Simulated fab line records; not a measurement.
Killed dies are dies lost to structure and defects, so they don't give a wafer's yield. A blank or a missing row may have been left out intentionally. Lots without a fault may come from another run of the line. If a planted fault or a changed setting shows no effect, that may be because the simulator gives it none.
Comparing a struck lot with a sound one | flow sky130 | 17 out of 708 route steps
Sound: the wafers L101.1, L101.2, L101.5. Wafers L114.1, L114.3, L114.5 were the ones struck. The cause is given at the end.
For every step that has rows: the tool of each side, followed by ch and its chambers, followed by its first start. Under that, the readings that differ: sound wafers | struck wafers | difference of the means | sigmas: that difference in standard deviations of wafers without a fault.
alike: words and numbers the same on both sides, and readings whose means are apart by under 2 such deviations; not compared: readings that were withheld, readings missing a value for some wafer, numbers with overlapping values and no deviation given by the record, and bounds like >300 which may hide the same value.
A row with sigmas, a row that says differs or no value, or rows on one side alone: a step with any of these is where the two part. Numbers that have no deviation but don't overlap get no sigmas and don't part them. A reading that every wafer of one side lacks parts them only if that side has two wafers or more.

first, 1 step without rows for these wafers: SKY_VT_ADJUST_NCORE_IMPLANT_09.
SKY_VT_ADJUST_NCORE_STRIP_10: strips in O2/N2.
  sound on plasmaAsher-03 ch 0,1, day 9 07:23; struck on plasmaAsher-01 ch 0,1, day 12 22:17
  alike: drypumpMotorCurrentA, oesProductAu, stripTimeToEndpointS
  not compared: rfHoursCounterH
SKY_VT_ADJUST_NCORE_TW_MEAS_11:
  sound on filmMetro-02 at day 9 07:29; struck on filmMetro-03 at day 12 22:23
reading            | sound             | struck            | difference | sigmas
VT_ADJUST_NCORE_TW | 213.9 212.8 215.1 | 217.7 218.6 218.6 | +4.4       | +2
then, 7 steps without rows for these wafers: SKY_VT_ADJUST_HVTR_DEHYDRATE_00 (time 60 s); SKY_VT_ADJUST_HVTR_HMDS_01 (prime time 60 s); SKY_VT_ADJUST_HVTR_COAT_02 (resist thk 1140 nm); SKY_VT_ADJUST_HVTR_SOFTBAKE_03 (time 60 s); SKY_VT_ADJUST_HVTR_EXPOSE_04 (exposes mask HVTRM, target cd 380 nm); SKY_VT_ADJUST_HVTR_PEB_05; SKY_VT_ADJUST_HVTR_DEVELOP_06 (develop time 60 s).
SKY_VT_ADJUST_HVTR_CD_MEAS_07: target cd 380 nm.
  sound on cdSem-02 at day 10 04:27; struck on cdSem-02 at day 13 23:14
  alike: cdNm
SKY_VT_ADJUST_HVTR_OVL_MEAS_08:
  sound on overlay-02 at day 10 04:34; struck on overlay-02 at day 13 23:22
  alike: VT_ADJUST_HVTR_OVL
SKY_VT_ADJUST_HVTR_IMPLANT_09:
  sound on implanter-01 ch 0, day 10 04:37; struck on implanter-01 ch 0, day 13 23:23
reading          | sound                            | struck                        | difference | sigmas
doseIonsCm2      | 2.0978e+12 2.1012e+12 2.0987e+12 | 2.139e+11 2.134e+11 2.124e+11 | -1.886e+12 | -99 or more
faradayCurrentUA | 11.98 12.04 11.80                | 1.23 1.18 1.21                | -10.73     | -47
  alike: beamOnS
SKY_VT_ADJUST_HVTR_STRIP_10: strips in O2/N2.
  sound on plasmaAsher-03 ch 0,1, day 10 04:46; struck on plasmaAsher-03 ch 0,1, day 13 23:32
  alike: drypumpMotorCurrentA, oesProductAu, stripTimeToEndpointS
  not compared: rfHoursCounterH
SKY_VT_ADJUST_HVTR_TW_MEAS_11:
  sound on filmMetro-01 at day 10 04:52; struck on filmMetro-01 at day 13 23:38
reading           | sound             | struck            | difference | sigmas
VT_ADJUST_HVTR_TW | 209.6 209.3 209.6 | 114.0 112.8 113.5 | -96.1      | -87
then, 1 step without rows for these wafers: SKY_VT_ADJUST_PCH_DEHYDRATE_00 (time 60 s).
-- a jump in the record: the struck wafers' starts before and after are 35 days apart (it breaks off in module VT_ADJUST_PCH and resumes in module PAD_OPEN, where the first step shown is number 708 of the route) --
SKY_PAD_OPEN_PROBE_99:
  sound on prober-01 at day 46 07:00; struck on prober-02 at day 49 08:27
reading                               | sound                   | struck                 | difference | sigmas
killedAtOther                         | 1 3 1                   | 0 1 0                  | -1         | -2
model.etest.pfet_01v8_mvt.driveUaUm   | 151.1 151.7 152.9       | 123.5 124.2 122.5      | -28.5      | 
model.etest.pfet_01v8_mvt.offLog10AUm | -11.24 -11.09 -11.11    | -12.91 -12.75 -12.77   | -1.66      | 
model.etest.pfet_01v8_mvt.vtSatV (V)  | -0.6037 -0.6026 -0.6008 | -0.7882 -0.782 -0.7842 | -0.1824    | 
model.etest.pfet_01v8_mvt.vtV (V)     | -0.6865 -0.6847 -0.684  | -0.8382 -0.8329 -0.835 | -0.1503    | 
model.etest.pfet_01v8_mvt.vtLongV (V) | -0.8853 -0.8889 -0.8838 | -1.022 -1.02 -1.022    | -0.135     | 
  alike: killed_at_M0_to_M3, killed_at_M4_up, killedAtContacts, killedAtFrontEnd, killedDies, killedOpen, killedShort

## WHERE THEY PART
Last at SKY_PAD_OPEN_PROBE_99 as far as this record goes, first at SKY_VT_ADJUST_NCORE_TW_MEAS_11.

WHY: whatever the simulator had introduced
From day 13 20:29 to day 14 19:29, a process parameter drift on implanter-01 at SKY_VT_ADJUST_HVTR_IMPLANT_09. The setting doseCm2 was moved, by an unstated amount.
